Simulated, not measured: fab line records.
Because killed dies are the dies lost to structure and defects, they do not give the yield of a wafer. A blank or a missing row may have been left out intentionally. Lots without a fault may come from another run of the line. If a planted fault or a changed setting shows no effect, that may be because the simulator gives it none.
fab line records | flow gf180mcu
record: lots: 13 wafers: 39 last_day: 34
route steps=602 shown VT_IMPLANT@93 V1@357 V4@480 MIM@504
lots with no fault: from the same line, run without faults
start_h: start of the lot's first displayed wafer, in hours after the record's first day | wait_h: hours elapsed since this lot's preceding step | " repeats the value in the row above | L1.1+2: a row that stands for several wafers | - no value, or no start given | * or withheld: withheld | < > ~ a bound
route shown NAME@n: names a module that has steps shown in the file, with the first one's number in the route | usual: the fault-free wafers' mean and standard deviation | same: alike in all rows | chamber/n: place in a boat | sites: per-site readings | _std_site: their standard deviation | _edge_site: mean of outer sites minus mean of inner sites | radius_mm: for every site, how far away it sits from the centre of the wafer | mask NAME#n: copy n | behind: the tool/chamber that last shaped the wafer | hold: cause of the lot's hold/its duration in hours/its outcome | device: transistor that didn't switch, given as n, p or np | end of line: tests run on the same wafers once the route is complete | a step given without rows: its recipe and nothing more | killed: dies that structure and defects cost at the first sort, which is not the same as the wafer's yield | map: dies across one wafer; x = killed, . = not, _ = none there
set.NAME: the setting that was run; set.NAME@STEP: the one run at that earlier step | model.NAME: the simulator's own value behind a step, which no gauge read
route steps across a sampled set of lots; one table per step, one row per wafer
services: when a tool's chamber went out of use (start_h, in hours from the record's first day, below 0 if earlier), for how many hours, and the reason
== steps ==
step: GF_VT_IMPLANT_SOFTBAKE_03
recipe: temp_c: 90 time_s: 60 resist: NOVOLAK
usual: heater_power_total_W: 56.59/0.041 run_length_s: 89.32/0.13
columns lot.wafer tool chamber start_h wait_h heater_power_total_W run_length_s
L521.1 litho_track-03 0 108.85 0.1 56.63 89.29
L521.5 " 0 " " 56.60 89.23
L521.6 " 0 " " 56.55 89.17
L522.1 litho_track-04 0 111.21 0.1 56.61 89.32
L522.5 " 0 " " 56.68 89.32
L522.6 " 0 " " 56.53 89.52
L523.4 litho_track-02 0 121.91 0.1 56.53 89.48
L523.5 " 0 " " 56.59 89.39
L523.6 " 0 " " 56.56 89.30
L524.2 litho_track-04 0 128.04 0.1 56.61 89.42
L524.3 " 0 " " 56.52 89.41
L524.6 " 0 " " 56.54 89.35
L525.3 litho_track-02 0 130.99 0.1 56.61 89.38
L525.5 " 0 " " 56.57 89.32
L525.6 " 0 " " 56.56 89.28
L527.1 litho_track-02 0 139.89 0.1 56.64 89.25
L527.3 " 0 " " 56.65 89.22
L527.4 " 0 " " 56.62 89.31
L528.1 litho_track-02 0 146.04 0.1 56.59 89.36
L528.3 " 0 " " 56.63 89.69
L528.6 " 0 " " 56.57 89.52
L529.2 litho_track-03 0 153.47 0.1 56.60 89.28
L529.4 " 0 " " 56.64 89.32
L529.6 " 0 " " 56.58 89.20
L530.2 litho_track-02 0 160.06 0.1 56.67 89.33
L530.3 " 0 " " 56.58 89.29
L530.4 " 0 " " 56.62 89.28
L538.1 litho_track-02 0 206.99 0.1 56.62 89.22
L538.5 " 0 " " 56.55 89.41
L538.6 " 0 " " 58.91 82.73
L541.1 litho_track-03 0 225.00 0.1 56.62 89.42
L541.4 " 0 " " 56.57 89.22
L541.6 " 0 " " 56.64 89.17
L542.1 litho_track-03 0 231.20 0.1 56.59 89.16
L542.4 " 0 " " 56.62 89.12
L542.5 " 0 " " 56.60 89.35
L543.1 litho_track-03 0 236.40 0.1 56.63 89.14
L543.2 " 0 " " 56.64 89.17
L543.3 " 0 " " 56.58 89.35
step: GF_V1_SPUTTER_22
recipe: material: TiN target_thk_nm: 10 chamber_pressure_pa: 5 power_w: 4000 time_s: 40
usual: throttle_valve_pct: 30.0/0.7
columns lot.wafer tool chamber start_h wait_h throttle_valve_pct
L521.1 pvd_sputter-01 - 420.77 0.0 31.1
L521.5 " - " " 28.9
L521.6 " - " " 29.9
L522.1 pvd_sputter-03 - 421.61 0.0 30.2
L522.5 " - " " 30.1
L522.6 " - " " 30.4
L523.4 pvd_sputter-01 - 437.30 0.0 29.3
L523.5 " - " " 31.3
L523.6 " - " " 29.8
L524.2 pvd_sputter-04 - 448.46 0.0 30.4
L524.3 " - " " 30.0
L524.6 " - " " 30.3
L525.3 pvd_sputter-03 - 454.81 0.0 30.2
L525.5 " - " " 29.5
L525.6 " - " " 29.2
L527.1 pvd_sputter-04 - 466.09 0.0 30.1
L527.3 " - " " 28.8
L527.4 " - " " 30.6
L528.1 pvd_sputter-03 - 478.34 0.0 30.5
L528.3 " - " " 30.2
L528.6 " - " " 29.3
L529.2 pvd_sputter-04 - 487.25 0.0 30.7
L529.4 " - " " 30.4
L529.6 " - " " 28.9
L530.2 pvd_sputter-03 - 493.12 0.0 29.1
L530.3 " - " " 30.3
L530.4 " - " " 29.5
L538.1 pvd_sputter-03 - 561.55 0.0 29.2
L538.5 " - " " 30.5
L538.6 " - " " 29.8
L541.1 pvd_sputter-03 - 581.90 0.0 29.6
L541.4 " - " " 30.3
L541.6 " - " " 29.3
L542.1 pvd_sputter-01 - 592.75 0.0 30.3
L542.4 " - " " 31.5
L542.5 " - " " 31.3
L543.1 pvd_sputter-01 - 594.81 0.0 31.3
L543.2 " - " " 29.2
L543.3 " - " " 29.9
step: GF_V4_CMP_04
recipe: material: SiO2 down_force_psi: 4 platen_rpm: 60 pad_velocity_m_s: 0.94248
usual: motor_current_A: 12.4/1.3 time_to_endpoint_s: 83/6.9
columns lot.wafer tool chamber start_h wait_h motor_current_A time_to_endpoint_s
L521.1 cmp-02 2 547.78 0.1 11.0 77
L521.5 " 1 " " 14.6 86
L521.6 " 2 " " 11.2 80
L522.1 cmp-01 0 548.51 0.1 10.9 74
L522.6 " 3 " " 11.9 82
L522.5 " 0 " " 10.9 76
L523.4 cmp-02 2 561.52 0.1 11.5 80
L523.6 " 0 " " 12.2 90
L523.5 " 1 " " 15.4 80
L524.3 cmp-02 2 572.19 0.0 11.1 79
L524.2 " 0 " " 14.0 82
L524.6 " 2 " " 10.7 85
L525.3 cmp-01 2 576.48 0.1 13.1 79
L525.6 " 1 " " 11.6 78
L525.5 " 2 " " 13.3 81
L527.4 cmp-01 0 591.97 0.0 11.7 85
L527.1 " 2 " " 13.2 85
L527.3 " 3 " " 11.1 81
L528.3 cmp-02 1 597.92 0.0 15.0 84
L528.1 " 3 " " 13.0 87
L528.6 " 2 " " 11.4 90
L529.2 cmp-01 2 604.93 0.0 13.1 86
L529.4 " 1 " " 11.2 76
L529.6 " 2 " " 13.1 91
L530.3 cmp-02 0 611.58 0.1 13.6 90
L530.2 " 1 " " 14.5 76
L530.4 " 2 " " 11.5 85
L538.1 cmp-02 1 672.08 0.1 14.5 82
L538.5 " 3 " " 12.1 84
L538.6 " 0 " " 12.7 95
L541.1 cmp-02 0 691.33 0.1 13.1 88
L541.4 " 1 " " 13.9 76
L541.6 " 3 " " 12.4 86
L542.4 cmp-02 3 701.21 0.1 13.7 86
L542.1 " 0 " " 13.8 84
L542.5 " 3 " " 13.3 90
L543.2 cmp-01 3 703.26 0.0 10.7 73
L543.3 " 1 " " 11.5 85
L543.1 " 2 " " 12.5 87
step: GF_MIM_SPUTTER_01
recipe: material: TiN target_thk_nm: 30 power_w: 6500 time_s: 25 chamber_pressure_pa: 0.4
usual: throttle_valve_pct: 30.2/0.66
columns lot.wafer tool chamber start_h wait_h throttle_valve_pct
L521.1 pvd_sputter-02 - 571.20 0.1 31.0
L521.5 " - " " 30.6
L521.6 " - " " 31.4
L522.1 pvd_sputter-03 - 572.62 0.1 29.7
L522.5 " - " " 29.0
L522.6 " - " " 30.2
L523.4 pvd_sputter-02 - 584.19 0.1 30.8
L523.5 " - " " 30.8
L523.6 " - " " 30.7
L524.2 pvd_sputter-02 - 595.22 0.1 30.3
L524.3 " - " " 30.8
L524.6 " - " " 30.9
L525.3 pvd_sputter-03 - 600.07 0.1 29.4
L525.5 " - " " 30.3
L525.6 " - " " 29.2
L527.1 pvd_sputter-03 - 615.09 0.1 30.4
L527.3 " - " " 30.4
L527.4 " - " " 29.6
L528.1 pvd_sputter-03 - 620.49 0.1 29.2
L528.3 " - " " 29.7
L528.6 " - " " 30.4
L529.2 pvd_sputter-04 - 627.39 0.1 30.0
L529.4 " - " " 30.7
L529.6 " - " " 29.7
L530.2 pvd_sputter-02 - 634.07 0.1 30.7
L530.3 " - " " 30.5
L530.4 " - " " 31.4
L538.1 pvd_sputter-04 - 692.57 0.1 30.3
L538.5 " - " " 28.8
L538.6 " - " " 30.7
L541.1 pvd_sputter-04 - 711.27 0.1 29.4
L541.4 " - " " 30.2
L541.6 " - " " 30.7
L542.1 pvd_sputter-03 - 720.58 0.1 29.2
L542.4 " - " " 29.6
L542.5 " - " " 30.1
L543.1 pvd_sputter-04 - 723.38 0.1 30.6
L543.2 " - " " 29.8
L543.3 " - " " 29.1
== services ==
columns tool chamber start_h hours kind
pvd_sputter-03 - 100.72 2.2 repair
cmp-02 - 113.07 3.5 pm
cmp-02 - 116.98 12.9 repair
pvd_sputter-04 - 134.78 0.8 repair
pvd_sputter-04 - 137.03 3.7 repair
cmp-02 - 193.88 3.1 repair
pvd_sputter-04 - 217.85 2.2 repair
cmp-02 - 232.25 4.0 pm
cmp-02 - 278.29 3.0 repair
cmp-02 - 313.53 0.8 repair
pvd_sputter-03 - 318.09 3.8 repair
cmp-02 - 341.28 8.6 pm
cmp-02 - 411.10 0.8 repair
cmp-02 - 423.41 1.8 repair
cmp-02 - 451.15 1.5 repair
cmp-02 - 466.76 0.7 repair
cmp-02 - 468.67 0.9 repair
cmp-02 - 481.50 7.1 pm
pvd_sputter-03 - 515.11 2.0 repair
pvd_sputter-04 - 548.52 0.6 repair
cmp-02 - 572.49 4.0 pm
pvd_sputter-04 - 583.50 3.4 repair
pvd_sputter-03 - 643.75 4.7 repair
cmp-02 - 705.17 3.5 repair
== key ==
first_sign: step: GF_VT_IMPLANT_SOFTBAKE_03 reading: heater_power_total_W direction: up sigmas: 56 usual: 56.59 struck: 58.91
effect: step: GF_VT_IMPLANT_SOFTBAKE_03 reading: run_length_s direction: down sigmas: 52 usual: * struck: *
met_at GF_VT_IMPLANT_SOFTBAKE_03
struck_lots L538
struck_wafers L538.6
tester_left_out L538
not_acting_at GF_V1_SPUTTER_22,GF_V4_CMP_04,GF_MIM_SPUTTER_01
onset_between 160.06 206.99
fault: kind: process_parameter_drift tool: litho_track-02 chamber: - onset_h: 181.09 steps: GF_VT_IMPLANT_SOFTBAKE_03 channel: time_s offset: * shape: step end_h: 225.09 scope: struck_wafers_only acts_in: * stated: *
tester_left_out: of these lots the tester's yield and bins aren't shown, on N5 and GAA mostly nor the transistor test; their killed dies are dies lost to structure and defects alone, not to doping, threshold or leakage, so they don't give the yield
